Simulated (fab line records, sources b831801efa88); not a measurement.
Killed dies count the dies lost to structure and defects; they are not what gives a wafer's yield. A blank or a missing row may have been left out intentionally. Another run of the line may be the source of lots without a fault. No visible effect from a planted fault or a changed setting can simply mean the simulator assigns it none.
Chamber matching -- flow sky130 -- SKY_FIELD_ISO_ETCH_17 on rieSi-01 has 4 sister chambers
The step etches Si in HBr/Cl2/O2, target depth 342 nm, time 97.7 s. 18 wafers are shown with their chamber, then 9 later ones without.

EACH WAFER AND ITS CHAMBER
wafer,chamber,drypumpMotorCurrentA (A),oesProductAu (a.u.),throttleValvePct (%)
L142.1,2,5.9,1.012,25.655
L142.2,3,5.6,1.018,25.636
L142.3,1,5.6,0.980,25.655
L144.2,1,5.6,0.989,25.675
L144.3,2,5.9,1.005,25.638
L144.6,1,5.6,0.982,25.677
L145.3,1,5.6,0.990,25.667
L145.4,3,5.6,0.999,25.644
L145.5,0,4.9,1.002,25.642
L148.1,3,5.7,1.019,25.658
L148.3,2,5.8,1.018,25.637
L148.6,3,5.6,1.024,25.637
L153.1,1,5.6,1.001,25.675
L153.5,1,5.6,0.991,25.656
L153.6,0,4.9,0.995,25.659
L155.2,3,5.6,1.004,25.649
L155.3,0,4.9,1.003,25.652
L155.6,3,5.6,1.009,25.644

SIGNATURES (means of the wafers above)
reading,chamber 0,chamber 1,chamber 2,chamber 3,scatter within a chamber
drypumpMotorCurrentA,4.900,5.600,5.867,5.617,0.0327
oesProductAu,1.00000,0.98883,1.01167,1.01217,0.00789
throttleValvePct,25.65100,25.66750,25.64333,25.64467,0.00916
Rule: distance of a wafer from a chamber = root of the sum over the readings of ((wafer's reading minus chamber's mean) / reading's scatter) squared. If the next closest chamber is less than 2 further off than the closest, the wafer can't be placed; otherwise it belongs to the closest. The scatter: the root of (the sum of the squares of (reading less its chamber's mean) over the shown wafers, divided by (wafers less chambers)).

WAFERS WHOSE CHAMBER IS MISSING
wafer,drypumpMotorCurrentA (A),oesProductAu (a.u.),throttleValvePct (%)
L159.1,5.8,1.008,25.650
L159.3,5.6,0.991,25.678
L159.5,5.9,1.010,25.639
L160.1,5.8,1.006,25.661
L160.3,4.9,0.999,25.657
L160.6,5.7,0.984,25.673
L165.1,4.9,0.984,25.662
L165.2,5.6,0.999,25.648
L165.3,5.8,0.995,25.656

WHICH CHAMBER EACH ONE RAN IN
wafer,from the rows above,in truth
L159.1,2,2
L159.3,1,1
L159.5,2,2
L160.1,2,2
L160.3,0,0
L160.6,1,1
L165.1,0,0
L165.2,can't be placed: 3 or 1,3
L165.3,2,2
Correctly placed: 8 of 9. Unplaceable from these rows: 1, with the true chamber sitting among the candidates in 1. 0 placed wrongly.
